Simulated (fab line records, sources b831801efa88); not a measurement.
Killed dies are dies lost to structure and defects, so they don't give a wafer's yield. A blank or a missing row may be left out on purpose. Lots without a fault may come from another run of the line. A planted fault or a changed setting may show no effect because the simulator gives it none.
One fault seen from 2 desks | flow sky130 | each desk has only its own numbers; what lay behind them comes last

THE TOOL OWNER'S DESK: pvd_sputter-04
The tool's own readings at SKY_METAL1_SPUTTER_04 (material TiN, target thk 70 nm, time 58.3 s): means of the sampled wafers that have a number, for each lot that ran on this tool. A lot is out of limits, marked OUT, if its mean lies more than 4 standard deviations from the usual mean; the brackets give that distance.
Columns: A = throttle_valve_pct at SKY_METAL1_SPUTTER_04, usual 29.8 %
lot  | first seen here | A
L164 | day 34 13:46    | 30.3
L177 | day 38 15:34    | 31.1
L178 | day 38 20:13    | 31.1
This desk's finding: nothing out of limits on any of the 3 lots.

THE METROLOGY DESK
What the gauges read, lot by lot, whatever tool the lot ran on: means of the sampled wafers that have a number. A lot is out of limits, marked OUT, if its mean lies more than 4 standard deviations from the usual mean; the brackets give that distance.
Columns: A = CONTACT_W_RS at SKY_CONTACT_RS_MEAS_25, usual 0.341 ohm/sq; B = CONTACT_W_THK at SKY_CONTACT_THK_MEAS_26, usual 331 nm; C = METAL1_ALCU_RS at SKY_METAL1_RS_MEAS_05, usual 0.1272 ohm/sq; D = METAL1_ALCU_THK at SKY_METAL1_THK_MEAS_06, usual 245.4 nm; E = cd_nm at SKY_METAL1_CD_MEAS_15, usual 140.2 nm; F = METAL1_OVL at SKY_METAL1_OVL_MEAS_16, usual 2 nm
lot  | first seen here | A     | B   | C      | D     | E     | F
L160 | day 34 00:38    | 0.337 | 333 | 0.1271 | 246.3 | 139.3 | -0
L164 | day 34 12:14    | 0.344 | 328 | 0.1268 | 248.0 | 139.9 | -1
L163 | day 34 14:08    | 0.341 | 330 | 0.1267 | 247.4 | 139.9 | -3
L167 | day 35 08:31    | 0.338 | 335 | 0.1276 | 245.5 | 140.1 | 4
L177 | day 38 15:00    | 0.342 | 330 | 0.1253 | 235.6 | 140.9 | 4
L178 | day 38 19:42    | 0.345 | 329 | 0.1261 | 234.5 | 139.1 | -2
This desk's finding: nothing out of limits on any of the 6 lots.

PUT TOGETHER
The tool owner's desk saw nothing out of limits.
The metrology desk saw nothing out of limits.

WHAT THE SIMULATOR HAD PUT IN
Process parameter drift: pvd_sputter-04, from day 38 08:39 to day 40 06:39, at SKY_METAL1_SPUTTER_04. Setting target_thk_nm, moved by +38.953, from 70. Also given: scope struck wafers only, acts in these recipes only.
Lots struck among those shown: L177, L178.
